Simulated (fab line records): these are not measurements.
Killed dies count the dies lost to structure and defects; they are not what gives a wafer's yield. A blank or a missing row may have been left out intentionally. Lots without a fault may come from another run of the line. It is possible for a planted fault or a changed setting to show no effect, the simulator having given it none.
Which tool is to blame? :: flow gf180mcu :: 18 wafers from 6 lots sampled at 3 of the route's 602 steps

== WHAT THE GAUGES READ, wafer by wafer ==
GF_HV_LDD_CD_MEAS_07: the cd target is 400 nm.
lot: L265
measured: day 10 21:53
on: cd sem-01
cd nm (nm): 401.0 399.5 398.9

lot: L269
measured: day 12 05:49
on: cd sem-01
cd nm (nm): 398.0 399.6 398.4

lot: L271
measured: day 12 22:14
on: cd sem-02
cd nm (nm): 398.4 396.9 400.2

lot: L274
measured: day 13 23:51
on: cd sem-01
cd nm (nm): 393.4 391.8 395.4

lot: L276
measured: day 14 10:13
on: cd sem-01
cd nm (nm): 402.1 404.6 403.9

lot: L283
measured: day 16 12:11
on: cd sem-02
cd nm (nm): 399.8 401.8 400.4

== TOOL THAT RAN EACH LOT (tool first, then ch and the chambers of the sampled wafers, then the start) ==
lot: L265
GF_DUAL_GATE_STRIP_13: plasma asher-01 ch 0,1, day 9 04:37
GF_HV_LDD_DEVELOP_06: litho track-03 ch 0, day 10 21:44

lot: L269
GF_DUAL_GATE_STRIP_13: plasma asher-04 ch 0,1, day 10 09:28
GF_HV_LDD_DEVELOP_06: litho track-02 ch 0, day 12 05:41

lot: L271
GF_DUAL_GATE_STRIP_13: plasma asher-04 ch 0,1, day 11 00:17
GF_HV_LDD_DEVELOP_06: litho track-04 ch 0, day 12 22:06

lot: L274
GF_DUAL_GATE_STRIP_13: plasma asher-04 ch 0,1, day 12 01:21
GF_HV_LDD_DEVELOP_06: litho track-04 ch 0, day 13 23:42

lot: L276
GF_DUAL_GATE_STRIP_13: plasma asher-04 ch 0,1, day 12 11:10
GF_HV_LDD_DEVELOP_06: litho track-03 ch 0, day 14 10:04

lot: L283
GF_DUAL_GATE_STRIP_13: plasma asher-01 ch 0,1, day 14 12:19
GF_HV_LDD_DEVELOP_06: litho track-03 ch 0, day 16 12:02
- GF_DUAL_GATE_STRIP_13: strips in O2/N2.
- GF_HV_LDD_DEVELOP_06: develop time 60 s.

== THE ANSWER, worked out from the rows above alone ==
Rule: usual is defined by the lots themselves. The widest of any qualifying gaps counts: lots, ordered by their means at a reading, are off when they make up no more than a third of the lots, leave a main group of 4 or more, and stand apart from it by 3 or more times the standard deviation of that group's means. Not used: any main group whose means are identical at the precision the tables above print for the reading. A lot without any number at a reading at which 4 lots or more have one is off too. All remaining lots with rows at the step are treated as sound.
Nothing can be told from this: no lot is off at any reading shown.

== WHAT THE SIMULATOR PUT IN ==
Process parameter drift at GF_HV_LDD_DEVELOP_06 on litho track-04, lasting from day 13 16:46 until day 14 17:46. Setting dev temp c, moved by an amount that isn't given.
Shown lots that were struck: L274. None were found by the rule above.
